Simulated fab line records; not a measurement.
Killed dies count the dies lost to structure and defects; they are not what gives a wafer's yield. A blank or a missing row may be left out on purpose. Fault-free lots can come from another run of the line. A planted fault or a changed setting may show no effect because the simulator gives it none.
Check for tools in common || flow gf180mcu || Sample size 10 lots and 30 wafers

REASON FOR OPENING
At GF_M2_RS_MEAS_05 the reading M2_ALCU_RS is flagged on 2 of 10 lots. Fault-free wafers read 0.0696 ohm/sq, with a standard deviation of 0.00082.
Rule: flag the lot when none of its wafers has a number, or when each of its wafers that has one lies beyond 4 standard deviations from that mean. The other lots count as sound.

{"lot": "L908", "measured": "day 18 17:13", "on": "film-metro-01", "M2_ALCU_RS (ohm/sq), wafer by wafer": "0.0701 0.0692 0.0692", "flag": ""}
{"lot": "L909", "measured": "day 19 00:37", "on": "film-metro-03", "M2_ALCU_RS (ohm/sq), wafer by wafer": "0.0685 0.0678 0.0684", "flag": ""}
{"lot": "L910", "measured": "day 19 10:52", "on": "film-metro-01", "M2_ALCU_RS (ohm/sq), wafer by wafer": "0.0691 0.0692 0.0694", "flag": ""}
{"lot": "L913", "measured": "day 20 13:53", "on": "film-metro-03", "M2_ALCU_RS (ohm/sq), wafer by wafer": "0.0819 0.0825 0.0823", "flag": "FLAGGED"}
{"lot": "L914", "measured": "day 21 05:19", "on": "film-metro-01", "M2_ALCU_RS (ohm/sq), wafer by wafer": "0.0856 0.0853 0.0853", "flag": "FLAGGED"}
{"lot": "L923", "measured": "day 24 04:04", "on": "film-metro-02", "M2_ALCU_RS (ohm/sq), wafer by wafer": "0.0694 0.0700 0.0704", "flag": ""}
{"lot": "L924", "measured": "day 24 18:39", "on": "film-metro-03", "M2_ALCU_RS (ohm/sq), wafer by wafer": "0.0689 0.0701 0.0701", "flag": ""}
{"lot": "L925", "measured": "day 24 22:25", "on": "film-metro-03", "M2_ALCU_RS (ohm/sq), wafer by wafer": "0.0692 0.0694 0.0698", "flag": ""}
{"lot": "L928", "measured": "day 25 23:47", "on": "film-metro-03", "M2_ALCU_RS (ohm/sq), wafer by wafer": "0.0703 0.0702 0.0705", "flag": ""}
{"lot": "L930", "measured": "day 26 10:52", "on": "film-metro-02", "M2_ALCU_RS (ohm/sq), wafer by wafer": "0.0715 0.0710 0.0706", "flag": ""}
On average the flagged lots' numbers are 0.0838 ohm/sq, which is +0.0142 ohm/sq against the usual, or +17 standard deviations.

LOT BY LOT: THE TOOL USED
4 process steps preceding the reading are held in the record, out of 602 steps in the route. Read each cell as the tool, then ch plus the chambers that the sampled wafers visited, then the start.
{"lot": "L908", "flag": "", "GF_M1_SPUTTER_04": "pvd-sputter-03, day 16 15:38", "GF_M2_SPUTTER_00": "pvd-sputter-01, day 18 17:00", "GF_M2_SPUTTER_02": "pvd-sputter-01, day 18 17:08", "GF_M2_SPUTTER_03": "pvd-sputter-01, day 18 17:10"}
{"lot": "L909", "flag": "", "GF_M1_SPUTTER_04": "pvd-sputter-02, day 16 23:02", "GF_M2_SPUTTER_00": "pvd-sputter-02, day 19 00:22", "GF_M2_SPUTTER_02": "pvd-sputter-02, day 19 00:30", "GF_M2_SPUTTER_03": "pvd-sputter-02, day 19 00:32"}
{"lot": "L910", "flag": "", "GF_M1_SPUTTER_04": "pvd-sputter-02, day 17 09:08", "GF_M2_SPUTTER_00": "pvd-sputter-01, day 19 10:37", "GF_M2_SPUTTER_02": "pvd-sputter-01, day 19 10:45", "GF_M2_SPUTTER_03": "pvd-sputter-01, day 19 10:47"}
{"lot": "L913", "flag": "FLAGGED", "GF_M1_SPUTTER_04": "pvd-sputter-02, day 18 10:11", "GF_M2_SPUTTER_00": "pvd-sputter-01, day 20 13:38", "GF_M2_SPUTTER_02": "pvd-sputter-01, day 20 13:46", "GF_M2_SPUTTER_03": "pvd-sputter-01, day 20 13:47"}
{"lot": "L914", "flag": "FLAGGED", "GF_M1_SPUTTER_04": "pvd-sputter-03, day 19 00:45", "GF_M2_SPUTTER_00": "pvd-sputter-01, day 21 05:05", "GF_M2_SPUTTER_02": "pvd-sputter-01, day 21 05:13", "GF_M2_SPUTTER_03": "pvd-sputter-01, day 21 05:15"}
{"lot": "L923", "flag": "", "GF_M1_SPUTTER_04": "pvd-sputter-01, day 22 03:01", "GF_M2_SPUTTER_00": "pvd-sputter-04, day 24 03:50", "GF_M2_SPUTTER_02": "pvd-sputter-04, day 24 03:58", "GF_M2_SPUTTER_03": "pvd-sputter-04, day 24 03:59"}
{"lot": "L924", "flag": "", "GF_M1_SPUTTER_04": "pvd-sputter-02, day 22 17:26", "GF_M2_SPUTTER_00": "pvd-sputter-04, day 24 18:26", "GF_M2_SPUTTER_02": "pvd-sputter-04, day 24 18:34", "GF_M2_SPUTTER_03": "pvd-sputter-04, day 24 18:35"}
{"lot": "L925", "flag": "", "GF_M1_SPUTTER_04": "pvd-sputter-02, day 22 22:02", "GF_M2_SPUTTER_00": "pvd-sputter-01, day 24 22:10", "GF_M2_SPUTTER_02": "pvd-sputter-01, day 24 22:18", "GF_M2_SPUTTER_03": "pvd-sputter-01, day 24 22:20"}
{"lot": "L928", "flag": "", "GF_M1_SPUTTER_04": "pvd-sputter-01, day 24 00:43", "GF_M2_SPUTTER_00": "pvd-sputter-01, day 25 23:31", "GF_M2_SPUTTER_02": "pvd-sputter-01, day 25 23:38", "GF_M2_SPUTTER_03": "pvd-sputter-01, day 25 23:40"}
{"lot": "L930", "flag": "", "GF_M1_SPUTTER_04": "pvd-sputter-02, day 24 13:41", "GF_M2_SPUTTER_00": "pvd-sputter-01, day 26 10:39", "GF_M2_SPUTTER_02": "pvd-sputter-01, day 26 10:47", "GF_M2_SPUTTER_03": "pvd-sputter-01, day 26 10:49"}
What is done by these steps:
- GF_M1_SPUTTER_04: material TiN, target thk 50 nm, time 41.7 s.
- GF_M2_SPUTTER_00: material Ti, target thk 37.5 nm, time 150 s.
- GF_M2_SPUTTER_02: material AlCu, target thk 450 nm, time 23.9 s.
- GF_M2_SPUTTER_03: material Ti, target thk 10 nm, time 6.7 s.
- GF_M2_RS_MEAS_05: measures by four-point-probe.

FLAGGED AGAINST TOTAL, ONE TOOL AT A TIME (gauges that did the reading follow at the end)
{"step": "GF_M1_SPUTTER_04", "tool": "pvd-sputter-01", "lots run": 2, "flagged": 0, "share of the flagged lots": "none", "sound lots run after its first flagged lot": "-"}
{"step": "GF_M1_SPUTTER_04", "tool": "pvd-sputter-02", "lots run": 6, "flagged": 1, "share of the flagged lots": "some", "sound lots run after its first flagged lot": "3 (L924,L925,L930)"}
{"step": "GF_M1_SPUTTER_04", "tool": "pvd-sputter-03", "lots run": 2, "flagged": 1, "share of the flagged lots": "some", "sound lots run after its first flagged lot": 0}
{"step": "GF_M2_SPUTTER_00", "tool": "pvd-sputter-01", "lots run": 7, "flagged": 2, "share of the flagged lots": "all", "sound lots run after its first flagged lot": "3 (L925,L928,L930)"}
{"step": "GF_M2_SPUTTER_00", "tool": "pvd-sputter-02", "lots run": 1, "flagged": 0, "share of the flagged lots": "none", "sound lots run after its first flagged lot": "-"}
{"step": "GF_M2_SPUTTER_00", "tool": "pvd-sputter-04", "lots run": 2, "flagged": 0, "share of the flagged lots": "none", "sound lots run after its first flagged lot": "-"}
{"step": "GF_M2_SPUTTER_02", "tool": "pvd-sputter-01", "lots run": 7, "flagged": 2, "share of the flagged lots": "all", "sound lots run after its first flagged lot": "3 (L925,L928,L930)"}
{"step": "GF_M2_SPUTTER_02", "tool": "pvd-sputter-02", "lots run": 1, "flagged": 0, "share of the flagged lots": "none", "sound lots run after its first flagged lot": "-"}
{"step": "GF_M2_SPUTTER_02", "tool": "pvd-sputter-04", "lots run": 2, "flagged": 0, "share of the flagged lots": "none", "sound lots run after its first flagged lot": "-"}
{"step": "GF_M2_SPUTTER_03", "tool": "pvd-sputter-01", "lots run": 7, "flagged": 2, "share of the flagged lots": "all", "sound lots run after its first flagged lot": "3 (L925,L928,L930)"}
{"step": "GF_M2_SPUTTER_03", "tool": "pvd-sputter-02", "lots run": 1, "flagged": 0, "share of the flagged lots": "none", "sound lots run after its first flagged lot": "-"}
{"step": "GF_M2_SPUTTER_03", "tool": "pvd-sputter-04", "lots run": 2, "flagged": 0, "share of the flagged lots": "none", "sound lots run after its first flagged lot": "-"}
{"step": "GF_M2_RS_MEAS_05", "tool": "film-metro-01", "lots run": 3, "flagged": 1, "share of the flagged lots": "some", "sound lots run after its first flagged lot": 0}
{"step": "GF_M2_RS_MEAS_05", "tool": "film-metro-02", "lots run": 2, "flagged": 0, "share of the flagged lots": "none", "sound lots run after its first flagged lot": "-"}
{"step": "GF_M2_RS_MEAS_05", "tool": "film-metro-03", "lots run": 5, "flagged": 1, "share of the flagged lots": "some", "sound lots run after its first flagged lot": "3 (L924,L925,L928)"}

WHAT THE TABLE PERMITS
3 rows of the table ran every flagged lot: pvd-sputter-01 at GF_M2_SPUTTER_00, pvd-sputter-01 at GF_M2_SPUTTER_02, pvd-sputter-01 at GF_M2_SPUTTER_03.
- pvd-sputter-01 at GF_M2_SPUTTER_00 ran 7 lots, 2 of them flagged. Lots that were sound ran on it after the first flagged one (L925, L928, L930); a persistent fault on the entire tool would not allow that.
- pvd-sputter-01 at GF_M2_SPUTTER_02 ran 7 lots, 2 of them flagged. Lots that were sound ran on it after the first flagged one (L925, L928, L930); a persistent fault on the entire tool would not allow that.
- pvd-sputter-01 at GF_M2_SPUTTER_03 ran 7 lots, 2 of them flagged. Lots that were sound ran on it after the first flagged one (L925, L928, L930); a persistent fault on the entire tool would not allow that.
Every row of the table either missed a flagged lot or ran a sound lot after the first.

WHAT WAS PUT IN BY THE SIMULATOR
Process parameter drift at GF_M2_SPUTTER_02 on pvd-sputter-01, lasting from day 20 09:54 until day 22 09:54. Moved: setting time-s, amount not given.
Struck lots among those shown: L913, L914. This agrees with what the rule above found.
